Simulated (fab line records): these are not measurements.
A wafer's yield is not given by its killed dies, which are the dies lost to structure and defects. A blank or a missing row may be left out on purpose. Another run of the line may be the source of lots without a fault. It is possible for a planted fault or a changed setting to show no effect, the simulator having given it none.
Commonality check across tools ; flow gf180mcu ; 11 lots and 33 wafers in the sample

REASON IT WAS OPENED
2 of 11 lots carry a flag on the reading NSD_RS at GF_PSD_RS_MEAS_14. Wafers without a fault read 46.20 ohm/sq, standard deviation 0.098.
Rule: a lot is flagged in two cases, either no wafer of it has a number, or all its wafers with numbers fall more than 4 standard deviations from that mean. The other lots count as sound.

lot;measured;on;NSD_RS (ohm/sq), wafer by wafer;flag
L808;day 14 04:49;film_metro-01;46.24 46.03 46.20;
L811;day 15 11:47;film_metro-03;46.23 46.15 46.24;
L818;day 17 19:19;film_metro-02;52.19 52.29 52.09;FLAGGED
L819;day 18 04:49;film_metro-03;52.20 52.43 52.22;FLAGGED
L822;day 19 10:03;film_metro-03;46.20 46.12 46.17;
L823;day 19 22:08;film_metro-02;46.16 46.07 46.23;
L824;day 19 22:41;film_metro-01;46.23 46.37 46.36;
L827;day 20 22:20;film_metro-01;46.23 46.35 46.27;
L828;day 21 05:53;film_metro-02;46.15 46.17 46.06;
L830;day 22 00:10;film_metro-02;46.32 46.24 46.17;
L831;day 22 05:04;film_metro-01;46.24 46.28 46.22;
The numbers of the flagged lots are 52.24 ohm/sq on average: +6.04 ohm/sq against the usual, or +62 standard deviations.

LOT BY LOT: THE TOOL USED
2 process steps preceding the reading are held in the record, out of 602 steps in the route. Read each cell as the tool, then ch plus the chambers that the sampled wafers visited, then the start.
lot;flag;GF_NSD_IMPLANT_10;GF_NSD_STRIP_11
L808;;implanter-01 ch 0, day 13 07:44;plasma_asher-04 ch 0,1, day 13 07:51
L811;;implanter-02 ch 0, day 14 14:07;plasma_asher-04 ch 0, day 14 14:14
L818;FLAGGED;implanter-02 ch 0, day 16 19:19;plasma_asher-01 ch 0,1, day 16 19:28
L819;FLAGGED;implanter-02 ch 0, day 17 05:19;plasma_asher-01 ch 0,1, day 17 05:28
L822;;implanter-01 ch 0, day 18 10:38;plasma_asher-04 ch 0, day 18 10:47
L823;;implanter-01 ch 0, day 18 21:16;plasma_asher-03 ch 1, day 18 21:25
L824;;implanter-01 ch 0, day 18 21:53;plasma_asher-03 ch 0,1, day 18 22:01
L827;;implanter-01 ch 0, day 19 21:43;plasma_asher-04 ch 0,1, day 19 21:50
L828;;implanter-02 ch 0, day 20 05:14;plasma_asher-04 ch 0,1, day 20 05:20
L830;;implanter-01 ch 0, day 21 00:16;plasma_asher-01 ch 0,1, day 21 00:22
L831;;implanter-01 ch 0, day 21 05:07;plasma_asher-03 ch 0,1, day 21 05:16
These steps, and what they do:
- GF_NSD_IMPLANT_10
- GF_NSD_STRIP_11: strips in O2/N2.
- GF_PSD_RS_MEAS_14: measures by four-point-probe.

FLAGGED OVER TOTAL, TOOL BY TOOL (the gauges that took the reading come last)
step;tool;lots run;flagged;share of the flagged lots;sound lots run after its first flagged lot
GF_NSD_IMPLANT_10;implanter-01;7;0;none;-
GF_NSD_IMPLANT_10;implanter-02;4;2;all;1 (L828)
GF_NSD_STRIP_11;plasma_asher-01;3;2;all;1 (L830)
GF_NSD_STRIP_11;plasma_asher-03;3;0;none;-
GF_NSD_STRIP_11;plasma_asher-04;5;0;none;-
GF_PSD_RS_MEAS_14;film_metro-01;4;0;none;-
GF_PSD_RS_MEAS_14;film_metro-02;4;1;some;3 (L823,L828,L830)
GF_PSD_RS_MEAS_14;film_metro-03;3;1;some;1 (L822)

WHAT THE TABLE ALLOWS
2 rows of the table ran every flagged lot: implanter-02 at GF_NSD_IMPLANT_10, plasma_asher-01 at GF_NSD_STRIP_11.
- implanter-02 at GF_NSD_IMPLANT_10 ran 4 lots, 2 of them flagged. Sound lots followed the first flagged one (L828) on it, something a lasting fault affecting the whole tool could not allow. Its own readings (dose_ions_cm2, end_station_pressure_torr, faraday_current_uA) fall more than 4 standard deviations out on all wafers of the flagged lots.
- plasma_asher-01 at GF_NSD_STRIP_11 ran 3 lots, 2 of them flagged. Sound lots followed the first flagged one (L830) on it, something a lasting fault affecting the whole tool could not allow. Its own readings (strip_time_to_endpoint_s) fall more than 4 standard deviations out on all wafers of the flagged lots.
No row of the table ran every flagged lot and no sound lot after the first.

WHAT WAS PUT IN BY THE SIMULATOR
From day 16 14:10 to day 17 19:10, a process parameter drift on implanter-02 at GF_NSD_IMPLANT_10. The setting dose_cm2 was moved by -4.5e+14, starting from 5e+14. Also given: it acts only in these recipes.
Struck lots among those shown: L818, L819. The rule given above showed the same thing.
